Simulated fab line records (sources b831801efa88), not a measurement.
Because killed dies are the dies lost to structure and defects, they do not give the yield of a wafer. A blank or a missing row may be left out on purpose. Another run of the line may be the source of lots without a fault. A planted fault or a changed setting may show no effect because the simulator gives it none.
A struck lot beside a sound one | flow sky130 | 14 out of 708 route steps
Sound: the wafers L751.1, L751.2, L751.4. Wafers struck: L753.3, L753.4, L753.5. The cause comes at the end.
Order at every step that has rows: each side's tool, ch and its chambers, its first start. Under that, the readings that differ: sound wafers | struck wafers | difference of the means | sigmas: that difference in standard deviations of wafers without a fault.
alike: readings whose means differ by less than 2 such deviations, and words and numbers that are the same on both sides. not compared: withheld readings, readings that some wafer has no value for, bounds like >300 that may hide the same value, and numbers for which the record gives no deviation and whose values overlap.
The two part at a step that has a row with sigmas, a row that says differs or no value, or rows on one side only. When numbers do not overlap yet have no deviation, they are printed without sigmas and do not part them. A reading that every wafer of one side lacks parts them only if that side has two wafers or more.

first, 2 steps without rows for these wafers: SKY_METAL1_CLEAN_23 (cleans in O3/DIW); SKY_VIA1_HDPCVD_00 (deposits SiO2, target thk 1030 nm, time 171.7 s).
SKY_VIA1_THK_MEAS_01:
  sound on film metro-03, day 35 09:58; struck on film metro-03, day 36 09:09
  alike: VIA1_HDPCVD_THK
SKY_VIA1_CMP_02: polishes SiO2.
  sound on cmp-02 ch 0,1,2, day 35 10:01; struck on cmp-01 ch 1,2,3, day 36 09:11
  alike: edge zone pressure frac, motor current A
SKY_VIA1_BOW_MEAS_03:
  sound on film metro-03, day 35 10:19; struck on film metro-02, day 36 09:32
  alike: VIA1_BOW
then, 7 steps without rows for these wafers: SKY_VIA1_DEHYDRATE_04 (time 60 s); SKY_VIA1_HMDS_05 (prime time 60 s); SKY_VIA1_COAT_06 (resist thk 60 nm); SKY_VIA1_COAT_07 (resist thk 450 nm); SKY_VIA1_SOFTBAKE_08 (time 90 s); SKY_VIA1_EXPOSE_09 (exposes mask VIM, target cd 150 nm); SKY_VIA1_PEB_10.
SKY_VIA1_DEVELOP_11: develop time 60 s.
  struck on litho track-04, day 37 11:00; sound on litho track-02 ch 0, day 36 12:00
  no value came back on the struck wafers for chill plate temp C (C), develop time s (s), resist line temp C (C); on the sound wafers chill plate temp C (C) reads 23.07 23.18 22.98
  reading                                     | sound             | struck            | difference | sigmas
  model.KrF-thick_of_VIA1_COAT_07.thk nm (nm) | 436.6 437.2 436.1 | 449.4 449.8 451.5 | +13.6      |
SKY_VIA1_CD_MEAS_12: the cd target is 150 nm.
  sound on cd sem-02, day 36 12:20; struck on cd sem-02, day 37 12:04
  reading    | sound             | struck | difference                    | sigmas
  cd nm (nm) | 148.8 149.4 149.3 | - - -  | no value on the struck wafers |

## WHERE THEY PART
At SKY_VIA1_DEVELOP_11 first; at SKY_VIA1_CD_MEAS_12 last (within this record only).

WHY: what had been put in by the simulator
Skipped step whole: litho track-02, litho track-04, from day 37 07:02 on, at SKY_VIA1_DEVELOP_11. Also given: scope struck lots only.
